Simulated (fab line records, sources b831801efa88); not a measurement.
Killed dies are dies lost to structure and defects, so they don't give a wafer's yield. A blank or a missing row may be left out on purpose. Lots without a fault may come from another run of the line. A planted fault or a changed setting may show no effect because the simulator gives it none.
fab line records | flow gf180mcu
record lots=12 wafers=36 last_day=34
route steps=602 shown PSD@261 NSD@262 M4@471 V4@492
lots that met no fault: from a run of the same line without faults
start_h: hours from the record's first day to the start of the lot's first wafer shown | wait_h: hours since the lot's step before | " the same as in the row above | L1.1+2: a row that stands for several wafers | - no value, or no start given | * or withheld: withheld | < > ~ a bound
route shown NAME@n: a module of which the file shows steps, and the number in the route of the first | usual: mean/standard deviation of fault-free wafers | same: alike in all rows | chamber/n: place in a boat | sites: the reading at each site | _std_site: their standard deviation | _edge_site: outer sites' mean less inner sites' | radius_mm: how far each site lies from the wafer's centre | mask NAME#n: copy n | behind: the tool/chamber that last shaped the wafer | hold: why the lot was held/for how many hours/how that ended | device: the transistor (n, p or np) that didn't switch | end of line: the same wafers' tests at the end of the route | a step without rows: its recipe alone | killed: dies lost to structure and defects at the first sort, not the wafer's yield | map: a wafer's dies, x killed, . not, _ none there
set.NAME: the setting as run; set.NAME@STEP: as run at that earlier step | model.NAME: the simulator's own value behind a step, which no gauge read
steps of the route over a sample of lots; a table a step, a row a wafer
services: from which hour (start_h, from the record's first day; less than 0 if before it) a tool's chamber was out of use, for how many hours, and why
## steps
# step GF_PSD_RTA_13
# recipe temp_c=1025 time_s=20 ambient=N2
# usual lamp_power_pct=30.3/1.6 run_length_s=48.7/0.49 wafer_temp_C_max=1029.1/1
# columns lot.wafer tool chamber start_h wait_h lamp_power_pct run_length_s wafer_temp_C_max
L902.2 rtp_anneal-01 0 342.27 0.0 31.9 48.2 1029.3
L902.4 " 0 " " 31.9 48.1 1029.5
L902.6 " 0 " " 31.9 48.1 1030.5
L905.2 rtp_anneal-01 0 367.53 0.0 31.9 57.1 1030.6
L905.3 " 0 " " 31.9 57.0 1029.1
L905.6 " 0 " " 31.9 56.6 1029.9
L906.1 rtp_anneal-01 0 372.28 0.0 31.9 56.6 1030.6
L906.3 " 0 " " 31.9 56.7 1029.5
L906.4 " 0 " " 31.9 56.8 1030.4
L907.1 rtp_anneal-01 0 392.08 0.0 31.9 59.0 1028.6
L907.2 " 0 " " 31.8 58.9 1028.6
L907.3 " 0 " " 32.0 58.9 1030.1
L914.3 rtp_anneal-02 0 441.06 0.0 28.7 48.7 1028.6
L914.5 " 0 " " 28.7 48.7 1028.1
L914.6 " 0 " " 28.6 48.8 1028.4
L915.2 rtp_anneal-01 0 455.92 0.0 31.9 48.1 1031.4
L915.5 " 0 " " 31.9 48.1 1029.9
L915.6 " 0 " " 31.8 48.3 1030.0
L916.1 rtp_anneal-01 0 463.03 0.0 31.8 48.5 1030.2
L916.2 " 0 " " 31.8 48.5 1029.6
L916.6 " 0 " " 31.8 48.5 1029.6
L917.2 rtp_anneal-02 0 468.04 0.0 28.6 48.7 1028.4
L917.3 " 0 " " 28.7 48.7 1029.1
L917.5 " 0 " " 28.7 48.7 1029.3
L920.1 rtp_anneal-01 0 488.91 0.0 31.8 48.5 1027.9
L920.2 " 0 " " 31.9 48.5 1028.5
L920.4 " 0 " " 31.9 48.1 1030.1
L919.1 rtp_anneal-02 0 491.88 0.0 28.7 48.9 1028.9
L919.2 " 0 " " 28.7 48.8 1028.4
L919.5 " 0 " " 28.6 49.4 1027.9
L921.2 rtp_anneal-02 0 495.05 0.0 28.6 48.9 1028.6
L921.5 " 0 " " 28.7 48.9 1028.5
L921.6 " 0 " " 28.7 49.3 1029.6
L922.1 rtp_anneal-02 0 503.88 0.0 28.7 48.7 1028.7
L922.4 " 0 " " 28.7 48.7 1028.7
L922.6 " 0 " " 28.6 49.0 1027.4
# step GF_PSD_RS_MEAS_14
# recipe thk_meas_gauge=four-point-probe
# usual NSD_RS=46.10/0.074
# columns lot.wafer tool chamber start_h wait_h NSD_RS[ohm/sq]
L902.2 film_metro-02 - 342.36 0.1 45.95
L902.4 " - " " 46.03
L902.6 " - " " 45.94
L905.2 film_metro-02 - 367.62 0.1 44.17
L905.3 " - " " 44.35
L905.6 " - " " 44.34
L906.1 film_metro-03 - 372.36 0.1 44.35
L906.3 " - " " 44.41
L906.4 " - " " 44.30
L907.1 film_metro-04 - 392.25 0.1 44.36
L907.2 " - " " 44.30
L907.3 " - " " 44.30
L914.3 film_metro-02 - 441.15 0.1 46.09
L914.5 " - " " 46.13
L914.6 " - " " 46.07
L915.2 film_metro-02 - 456.01 0.1 46.02
L915.5 " - " " 46.11
L915.6 " - " " 46.14
L916.1 film_metro-04 - 463.11 0.1 46.07
L916.2 " - " " 46.05
L916.6 " - " " 46.07
L917.2 film_metro-02 - 468.13 0.1 46.06
L917.3 " - " " 45.88
L917.5 " - " " 46.03
L920.1 film_metro-02 - 488.99 0.1 46.13
L920.2 " - " " 46.03
L920.4 " - " " 46.07
L919.1 film_metro-02 - 491.96 0.1 46.07
L919.2 " - " " 46.16
L919.5 " - " " 46.11
L921.2 film_metro-02 - 495.14 0.1 46.11
L921.5 " - " " 46.08
L921.6 " - " " 46.12
L922.1 film_metro-04 - 503.96 0.1 46.08
L922.4 " - " " 46.14
L922.6 " - " " 46.05
# step GF_PSD_RS_MEAS_15
# recipe thk_meas_gauge=four-point-probe
# usual PSD_RS=108.50/0.24
# columns lot.wafer tool chamber start_h wait_h PSD_RS[ohm/sq]
L902.2 film_metro-02 - 342.48 0.1 108.19
L902.4 " - " " 108.46
L902.6 " - " " 108.01
L905.2 film_metro-02 - 367.74 0.1 104.31
L905.3 " - " " 104.11
L905.6 " - " " 104.20
L906.1 film_metro-03 - 372.48 0.1 104.37
L906.3 " - " " 104.46
L906.4 " - " " 104.37
L907.1 film_metro-04 - 392.37 0.1 104.71
L907.2 " - " " 104.99
L907.3 " - " " 104.62
L914.3 film_metro-02 - 441.27 0.1 108.81
L914.5 " - " " 108.49
L914.6 " - " " 108.70
L915.2 film_metro-02 - 456.13 0.1 108.19
L915.5 " - " " 108.36
L915.6 " - " " 108.42
L916.1 film_metro-04 - 463.23 0.1 108.29
L916.2 " - " " 108.30
L916.6 " - " " 108.34
L917.2 film_metro-02 - 468.25 0.1 108.24
L917.3 " - " " 108.59
L917.5 " - " " 108.42
L920.1 film_metro-02 - 489.11 0.1 108.79
L920.2 " - " " 108.29
L920.4 " - " " 108.58
L919.1 film_metro-02 - 492.08 0.1 108.49
L919.2 " - " " 109.01
L919.5 " - " " 108.48
L921.2 film_metro-02 - 495.26 0.1 108.86
L921.5 " - " " 108.32
L921.6 " - " " 108.62
L922.1 film_metro-04 - 504.08 0.1 108.40
L922.4 " - " " 108.21
L922.6 " - " " 108.38
# step GF_M4_OVL_MEAS_15
# usual M4_OVL=0/6.4
# columns lot.wafer tool chamber start_h wait_h M4_OVL[nm]
L902.2 overlay-01 - 573.17 0.1 4
L902.4 " - " " 0
L902.6 " - " " 7
L905.2 overlay-01 - 592.68 0.1 0
L905.3 " - " " 1
L905.6 " - " " 2
L906.1 overlay-02 - 597.06 0.1 14
L906.3 " - " " 7
L906.4 " - " " 8
L907.1 overlay-02 - 616.23 0.1 -4
L907.2 " - " " -1
L907.3 " - " " 1
L914.3 overlay-02 - 659.02 0.1 -2
L914.5 " - " " -6
L914.6 " - " " 7
L915.2 overlay-02 - 667.43 0.1 -7
L915.5 " - " " -13
L915.6 " - " " -7
L916.1 overlay-01 - 679.46 0.1 -2
L916.2 " - " " -3
L916.6 " - " " -1
L917.2 overlay-02 - 684.56 0.1 -1
L917.3 " - " " -7
L917.5 " - " " 1
L920.1 overlay-02 - 705.01 0.1 8
L920.2 " - " " 13
L920.4 " - " " 12
L921.2 overlay-01 - 705.59 0.1 -13
L921.5 " - " " -4
L921.6 " - " " -2
L919.1 overlay-01 - 706.31 0.1 8
L919.2 " - " " 8
L919.5 " - " " 7
L922.1 overlay-01 - 707.41 0.1 2
L922.4 " - " " 4
L922.6 " - " " -2
# step GF_V4_ETCH_16
# recipe chemistry=N2/H2 target_depth_a=withheld overetch_a=withheld time_s=withheld target=BARC ion_energy_ev=200 source_w=500 bias_w=100 pressure_mtorr=30 n2_flow_sccm=100 h2_flow_sccm=200
# usual drypump_motor_current_A=5.8/0.37 oes_product_au=0.855/0.0045 throttle_valve_pct=13.226/0.0088
# columns lot.wafer tool chamber start_h wait_h drypump_motor_current_A oes_product_au throttle_valve_pct
L902.2 rie_diel-03 0 599.11 0.0 5.1 0.856 13.228
L902.4 " 3 " " 5.7 0.856 13.221
L902.6 " 3 " " 5.7 0.850 13.221
L905.2 rie_diel-04 2 615.05 0.0 6.0 0.850 13.227
L905.3 " 3 " " 5.7 0.854 13.234
L905.6 " 2 " " 6.0 0.859 13.227
L906.1 rie_diel-03 1 619.77 0.0 6.2 0.852 13.212
L906.3 " 3 " " 5.7 0.851 13.214
L906.4 " 1 " " 6.1 0.845 13.242
L907.1 rie_diel-03 3 637.72 0.0 5.7 0.855 13.245
L907.2 " 1 " " 6.1 0.862 13.228
L907.3 " 2 " " 6.7 0.860 13.231
L914.3 rie_diel-02 0 679.57 0.0 5.5 0.859 13.227
L914.5 " 0 " " 5.5 0.854 13.217
L914.6 " 3 " " 6.0 0.862 13.215
L915.2 rie_diel-02 3 688.72 0.0 6.1 0.853 13.221
L915.5 " 1 " " 5.8 0.851 13.222
L915.6 " 2 " " 5.9 0.859 13.223
L916.1 rie_diel-04 1 699.50 0.0 5.5 0.852 13.224
L916.2 " 0 " " 6.0 0.856 13.232
L916.6 " 3 " " 5.7 0.858 13.233
L917.2 rie_diel-03 1 705.22 0.0 6.1 0.853 13.215
L917.3 " 3 " " 5.7 0.854 13.243
L917.5 " 3 " " 5.7 0.851 13.199
L920.1 rie_diel-02 0 724.56 0.0 5.5 0.850 13.227
L920.2 " 2 " " 5.9 0.854 13.227
L920.4 " 3 " " 6.1 0.852 13.214
L921.2 rie_diel-04 0 725.81 0.0 5.9 0.857 13.218
L921.5 " 3 " " 5.7 0.851 13.229
L921.6 " 1 " " 5.6 0.858 13.226
L919.1 rie_diel-02 2 726.22 0.0 5.9 0.861 13.245
L919.2 " 0 " " 5.5 0.851 13.215
L919.5 " 2 " " 5.9 0.856 13.211
L922.1 rie_diel-02 0 727.50 0.0 5.5 0.858 13.237
L922.4 " 1 " " 5.8 0.858 13.207
L922.6 " 1 " " 5.8 0.858 13.223
# step GF_V4_SPUTTER_22
# recipe material=TiN target_thk_nm=10 chamber_pressure_pa=5 power_w=4000 time_s=40
# usual throttle_valve_pct=29.7/0.7
# columns lot.wafer tool chamber start_h wait_h throttle_valve_pct
L902.2 pvd_sputter-03 - 599.88 0.0 29.4
L902.4 " - " " 29.6
L902.6 " - " " 30.2
L905.2 pvd_sputter-02 - 615.80 0.0 30.5
L905.3 " - " " 30.1
L905.6 " - " " 30.2
L906.1 pvd_sputter-04 - 620.53 0.0 29.1
L906.3 " - " " 29.2
L906.4 " - " " 28.8
L907.1 pvd_sputter-03 - 638.45 0.0 29.4
L907.2 " - " " 29.2
L907.3 " - " " 30.6
L914.3 pvd_sputter-03 - 680.31 0.0 29.7
L914.5 " - " " 29.6
L914.6 " - " " 29.4
L915.2 pvd_sputter-03 - 689.44 0.0 29.3
L915.5 " - " " 29.4
L915.6 " - " " 29.6
L916.1 pvd_sputter-03 - 700.22 0.0 29.5
L916.2 " - " " 30.5
L916.6 " - " " 29.4
L917.2 pvd_sputter-03 - 705.94 0.0 29.1
L917.3 " - " " 29.5
L917.5 " - " " 29.7
L920.1 pvd_sputter-03 - 725.29 0.0 29.2
L920.2 " - " " 30.3
L920.4 " - " " 29.7
L921.2 pvd_sputter-03 - 726.54 0.0 29.3
L921.5 " - " " 29.4
L921.6 " - " " 30.5
L919.1 pvd_sputter-04 - 726.94 0.0 28.6
L919.2 " - " " 31.1
L919.5 " - " " 29.2
L922.1 pvd_sputter-03 - 728.22 0.0 29.5
L922.4 " - " " 29.6
L922.6 " - " " 29.6
## services
# columns tool chamber start_h hours kind
rie_diel-03 - 318.95 3.6 repair
rtp_anneal-02 - 335.60 5.0 pm
rie_diel-03 2 347.63 5.0 repair
pvd_sputter-03 - 351.91 1.8 repair
rie_diel-02 0 355.29 1.8 repair
rie_diel-03 3 364.68 4.9 repair
rie_diel-03 - 368.70 2.8 pm
rie_diel-03 - 371.45 28.1 pm
pvd_sputter-03 - 391.40 3.5 repair
rie_diel-02 0 394.95 5.9 repair
pvd_sputter-03 - 406.97 3.2 repair
rie_diel-02 - 494.04 14.6 pm
rie_diel-03 1 503.70 2.5 repair
pvd_sputter-03 - 515.05 0.8 repair
pvd_sputter-03 - 515.20 4.9 repair
rie_diel-02 1 533.03 23.1 repair
rie_diel-02 2 561.30 14.2 repair
rie_diel-03 2 580.20 6.9 repair
rie_diel-03 2 617.48 4.4 repair
rtp_anneal-01 - 619.81 4.4 pm
rie_diel-02 - 629.59 2.5 repair
rie_diel-03 2 657.21 3.7 repair
rie_diel-03 1 673.34 5.5 repair
pvd_sputter-03 - 681.00 3.7 repair
## key
first_sign step=GF_PSD_RTA_13 reading=run_length_s direction=up sigmas=18 usual=* struck=*
effect step=GF_PSD_RS_MEAS_14 reading=NSD_RS direction=down sigmas=24 usual=46.10 struck=44.32
effect step=GF_PSD_RS_MEAS_15 reading=PSD_RS direction=down sigmas=17 usual=108.50 struck=104.46
met_at GF_PSD_RTA_13
struck_lots L905,L906,L907
tester_left_out L905,L906,L907
not_acting_at GF_M4_OVL_MEAS_15,GF_V4_ETCH_16,GF_V4_SPUTTER_22
onset_between 342.27 367.53
fault kind=process_parameter_drift tool=rtp_anneal-01 chamber=- onset_h=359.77 steps=GF_PSD_RTA_13 channel=time_s offset=* shape=step end_h=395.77 acts_in=* stated=*
# tester_left_out: of these lots the tester's yield and bins aren't shown, on N5 and GAA mostly nor the transistor test; their killed dies are dies lost to structure and defects alone, not to doping, threshold or leakage, so they don't give the yield
